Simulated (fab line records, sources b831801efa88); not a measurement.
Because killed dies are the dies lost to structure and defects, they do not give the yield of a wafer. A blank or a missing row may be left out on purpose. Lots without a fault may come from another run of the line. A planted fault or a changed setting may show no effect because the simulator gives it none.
A single fault, viewed from 2 desks	flow gf180mcu	what lay behind the numbers comes last; until then each desk has only its own

## THE TOOL OWNER'S DESK: cvd w-01
The tool's own readings at GF_V2_CVD_23 (deposits W, target thk 350 nm, time 104.94 s): means of the sampled wafers that have a number, for each lot that ran on this tool. Marked OUT: a lot whose mean sits more than 4 standard deviations from the usual mean, which makes it out of limits; the brackets give that distance.
Columns: A = heater power w at GF_V2_CVD_23, usual 802 W
lot	first seen here	A
L105	day 20 10:53	809
L107	day 21 01:22	823
L108	day 21 12:17	817
L109	day 21 20:53	822
L110	day 22 05:56	800
L114	day 23 09:34	827
L113	day 23 13:56	805
L115	day 24 04:16	820
L116	day 25 00:20	804
L118	day 25 08:28	820
L121	day 26 01:59	820
This desk found nothing out of limits on any of the 11 lots.

## AT THE METROLOGY DESK
Means of the sampled wafers that have a number, per lot and without regard to the tool the lot ran on: this is what the gauges read. Marked OUT: a lot whose mean sits more than 4 standard deviations from the usual mean, which makes it out of limits; the brackets give that distance.
Columns: A = M5_OVL at GF_M5_OVL_MEAS_08, usual -1 nm
lot	first seen here	A
L105	day 26 07:26	-3
L106	day 26 20:44	-11
L107	day 26 23:35	-6
L108	day 27 06:35	6
L109	day 27 19:13	0
L110	day 27 22:34	-1
L114	day 29 00:35	5
L113	day 29 01:34	-9
L115	day 29 15:08	-4
L116	day 30 07:59	3
L119	day 30 13:44	1
L118	day 30 15:20	5
L120	day 31 03:49	4
L121	day 31 05:59	-3
This desk found nothing out of limits on any of the 14 lots.

## BROUGHT TOGETHER
Nothing out of limits was seen by the tool owner's desk.
Metrology desk: nothing out of limits seen.

## WHAT THE SIMULATOR HAD PUT IN
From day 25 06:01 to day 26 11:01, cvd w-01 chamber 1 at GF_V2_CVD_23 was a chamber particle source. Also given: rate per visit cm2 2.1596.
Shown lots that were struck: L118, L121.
